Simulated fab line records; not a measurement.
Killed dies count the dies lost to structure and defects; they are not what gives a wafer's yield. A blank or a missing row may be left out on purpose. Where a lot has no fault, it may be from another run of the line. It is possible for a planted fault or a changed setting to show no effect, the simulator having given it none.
Which tool is to blame? | flow gf180mcu | Sampling: 6 lots, 18 wafers, 2 of 602 route steps

WHAT THE GAUGES SHOWED, per wafer
GF_HV_LDD_RS_MEAS_53: a four-point-probe measurement.
lot  | measured     | on            | HV_LDD_RS (ohm/sq)
L744 | day 13 08:10 | film_metro-01 | 418.5 419.3 419.4
L749 | day 15 03:52 | film_metro-02 | 417.4 417.5 416.6
L751 | day 15 18:27 | film_metro-04 | 419.2 418.1 417.7
L753 | day 16 17:08 | film_metro-04 | 419.7 419.3 418.3
L759 | day 18 15:23 | film_metro-01 | 446.0 445.7 446.3
L761 | day 19 06:17 | film_metro-04 | 447.4 447.6 446.7

EACH LOT AND THE TOOL THAT RAN IT (in order: tool; ch and the chambers of the sampled wafers; start)
lot  | GF_HV_LDD_IMPLANT_09
L744 | implanter-03 ch 0, day 10 21:26
L749 | implanter-04 ch 0, day 12 13:40
L751 | implanter-04 ch 0, day 13 04:44
L753 | implanter-04 ch 0, day 13 23:56
L759 | implanter-03 ch 0, day 15 17:25
L761 | implanter-03 ch 0, day 16 07:47
- GF_HV_LDD_IMPLANT_09

THE ANSWER, worked out from the rows above alone
Rule: the lots themselves supply what counts as usual. Put in order of their means at a reading, lots are off if they are a third of the lots or fewer, leave a main group of 4 or more, and stand apart from it by a gap of 3 or more times the standard deviation of the main group's means; of several such gaps the widest counts. A main group is skipped when, at the precision printed for the reading in the tables above, its means are all equal. A lot without any number at a reading at which 4 lots or more have one is off too. Where the step has rows for the other lots, those lots are counted as sound.
Off: L759, L761, seen at GF_HV_LDD_RS_MEAS_53 (HV_LDD_RS). The main group: mean 418.4 ohm/sq, standard deviation 0.78.
A tool fits if, at a process step before that reading, it ran every lot that is off, and no sound lot after the first of them. Gauges at GF_HV_LDD_RS_MEAS_53: tried the same way as those tools. One candidate fits, namely implanter-03 at GF_HV_LDD_IMPLANT_09. A fault onset in the window from L744 (day 10 21:26, its last sound lot) to L759 (day 15 17:25, its first lot off) fits.

WHAT WAS PUT IN BY THE SIMULATOR
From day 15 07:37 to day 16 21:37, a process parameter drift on implanter-03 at GF_HV_LDD_IMPLANT_09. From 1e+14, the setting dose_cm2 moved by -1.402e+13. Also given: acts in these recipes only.
Shown lots that were struck: L759, L761. The rule above found the same.
